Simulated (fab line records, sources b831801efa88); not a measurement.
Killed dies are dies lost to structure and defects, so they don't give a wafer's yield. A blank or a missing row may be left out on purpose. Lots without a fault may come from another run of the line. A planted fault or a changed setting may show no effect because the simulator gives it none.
Which tool did it? | flow sky130 | 12 lots, 36 wafers sampled, at 4 steps of a route of 708

WHAT THE GAUGES READ, wafer by wafer
The record holds no reading of a measuring or inspecting step that can be judged against a usual standard deviation.

WHICH TOOL RAN EACH LOT (tool, then ch and the chambers of the sampled wafers, then the start)
lot  | SKY_VIA1_ETCH_15                   | SKY_METAL2_SPUTTER_02        | SKY_METAL2_SPUTTER_03        | SKY_METAL2_SOFTBAKE_11
L944 | rie_diel-03 ch 0,2,3, day 34 01:00 | pvd_sputter-01, day 34 02:20 | pvd_sputter-01, day 34 02:21 | litho_track-03 ch 0, day 34 16:00
L947 | rie_diel-03 ch 2,3, day 36 01:32   | pvd_sputter-03, day 36 02:53 | pvd_sputter-03, day 36 02:55 | litho_track-03 ch 0, day 36 14:00
L950 | rie_diel-02 ch 0,1,3, day 36 17:48 | pvd_sputter-01, day 36 19:07 | pvd_sputter-01, day 36 19:09 | litho_track-03 ch 0, day 37 07:00
L956 | rie_diel-04 ch 0,2,3, day 38 09:23 | pvd_sputter-04, day 38 10:43 | pvd_sputter-04, day 38 10:44 | litho_track-01 ch 0, day 38 23:00
L958 | rie_diel-02 ch 1,2,3, day 38 19:32 | pvd_sputter-01, day 38 20:55 | pvd_sputter-01, day 38 20:56 | litho_track-02 ch 0, day 39 10:00
L959 | rie_diel-03 ch 0,1,3, day 39 00:54 | pvd_sputter-01, day 39 02:34 | pvd_sputter-01, day 39 02:35 | litho_track-02 ch 0, day 39 15:00
L960 | rie_diel-03 ch 2,3, day 39 11:18   | pvd_sputter-01, day 39 12:43 | pvd_sputter-01, day 39 12:44 | litho_track-03 ch 0, day 40 00:00
L961 | rie_diel-04 ch 1,2, day 39 15:47   | pvd_sputter-01, day 39 17:07 | pvd_sputter-01, day 39 17:08 | litho_track-03 ch 0, day 40 05:00
L962 | rie_diel-02 ch 1,2,3, day 39 18:51 | pvd_sputter-04, day 39 20:11 | pvd_sputter-04, day 39 20:12 | litho_track-01 ch 0, day 40 09:00
L963 | rie_diel-03 ch 0,1,3, day 40 10:33 | pvd_sputter-04, day 40 11:52 | pvd_sputter-04, day 40 11:54 | litho_track-02 ch 0, day 40 23:00
L965 | rie_diel-04 ch 0,1, day 40 22:57   | pvd_sputter-03, day 41 00:16 | pvd_sputter-03, day 41 00:18 | litho_track-03 ch 0, day 41 13:00
L966 | rie_diel-03 ch 0,1, day 41 09:14   | pvd_sputter-04, day 41 10:35 | pvd_sputter-04, day 41 10:37 | litho_track-03 ch 0, day 41 21:00
- SKY_VIA1_ETCH_15: etches SiO2 in C4F8/O2/Ar, stops on TiN, target depth 351 nm, time 54 s.
- SKY_METAL2_SPUTTER_02: material AlCu, target thk 250 nm, time 13.3 s.
- SKY_METAL2_SPUTTER_03: material Ti, target thk 5 nm, time 3.3 s.
- SKY_METAL2_SOFTBAKE_11: time 90 s.

WHAT THE TOOLS THEMSELVES READ (means of the sampled wafers that have a number; where no wafer has one, the mark that the record gives instead)
SKY_VIA1_ETCH_15. Usual: oes_product_au 0.980 a.u., standard deviation 0.0062.
lot  | tool        | oes_product_au (a.u.) | flag
L944 | rie_diel-03 | 0.983                 |
L947 | rie_diel-03 | 0.981                 |
L950 | rie_diel-02 | 0.981                 |
L956 | rie_diel-04 | 0.984                 |
L958 | rie_diel-02 | 0.980                 |
L959 | rie_diel-03 | 0.985                 |
L960 | rie_diel-03 | 0.979                 |
L961 | rie_diel-04 | 0.989                 |
L962 | rie_diel-02 | 0.976                 |
L963 | rie_diel-03 | 0.987                 |
L965 | rie_diel-04 | 0.981                 |
L966 | rie_diel-03 | 0.979                 |

SKY_METAL2_SPUTTER_02. Usual: throttle_valve_pct 29.9 %, standard deviation 1.
lot  | tool           | throttle_valve_pct (%) | flag
L944 | pvd_sputter-01 | 30.1                   |
L947 | pvd_sputter-03 | 30.3                   |
L950 | pvd_sputter-01 | 30.1                   |
L956 | pvd_sputter-04 | 29.4                   |
L958 | pvd_sputter-01 | 30.6                   |
L959 | pvd_sputter-01 | 30.5                   |
L960 | pvd_sputter-01 | 30.3                   |
L961 | pvd_sputter-01 | 30.9                   |
L962 | pvd_sputter-04 | 29.4                   |
L963 | pvd_sputter-04 | 29.7                   |
L965 | pvd_sputter-03 | 29.7                   |
L966 | pvd_sputter-04 | 29.5                   |

SKY_METAL2_SPUTTER_03. Usual: throttle_valve_pct 29.9 %, standard deviation 0.98.
lot  | tool           | throttle_valve_pct (%) | flag
L944 | pvd_sputter-01 | 30.3                   |
L947 | pvd_sputter-03 | 30.2                   |
L950 | pvd_sputter-01 | 30.3                   |
L956 | pvd_sputter-04 | 29.4                   |
L958 | pvd_sputter-01 | 30.6                   |
L959 | pvd_sputter-01 | 30.7                   |
L960 | pvd_sputter-01 | 30.2                   |
L961 | pvd_sputter-01 | 30.8                   |
L962 | pvd_sputter-04 | 29.3                   |
L963 | pvd_sputter-04 | 29.7                   |
L965 | pvd_sputter-03 | 29.5                   |
L966 | pvd_sputter-04 | 29.6                   |

SKY_METAL2_SOFTBAKE_11. Usual: heater_power_total_W 57.34 W, standard deviation 0.11; plate_temp_C 100.03 C, standard deviation 0.12.
lot  | tool           | heater_power_total_W (W) | plate_temp_C (C) | flag
L944 | litho_track-03 | 57.41                    | 100.02           |
L947 | litho_track-03 | 58.13                    | 101.05           | OFF
L950 | litho_track-03 | 58.33                    | 101.08           | OFF
L956 | litho_track-01 | 57.32                    | 100.06           |
L958 | litho_track-02 | 57.31                    | 99.99            |
L959 | litho_track-02 | 57.28                    | 100.05           |
L960 | litho_track-03 | 57.26                    | 100.02           |
L961 | litho_track-03 | 57.35                    | 100.07           |
L962 | litho_track-01 | 57.33                    | 99.97            |
L963 | litho_track-02 | 57.38                    | 99.97            |
L965 | litho_track-03 | 57.26                    | 100.21           |
L966 | litho_track-03 | 57.30                    | 100.18           |

THE ANSWER, worked out from the rows above alone
Rule: a lot is off if the mean of its wafers that have a number lies more than 3 standard deviations from the usual mean. A lot without any number at a reading at which 4 lots or more have one is off too. The other lots that the step has rows for count as sound. The gauges are gone through in route order, then the tools' own readings, and for those a lot's mean is taken as printed above. The first step at which some lot is off is used, and at that step the reading that is off furthest; a lot without a number counts as furthest.
Off: L947, L950, at SKY_METAL2_SOFTBAKE_11 (heater_power_total_W).
A tool fits if, at that step or a process step before it, it ran every lot that is off, and no sound lot after the first of them. None of those tried fits.

WHAT THE SIMULATOR HAD PUT IN
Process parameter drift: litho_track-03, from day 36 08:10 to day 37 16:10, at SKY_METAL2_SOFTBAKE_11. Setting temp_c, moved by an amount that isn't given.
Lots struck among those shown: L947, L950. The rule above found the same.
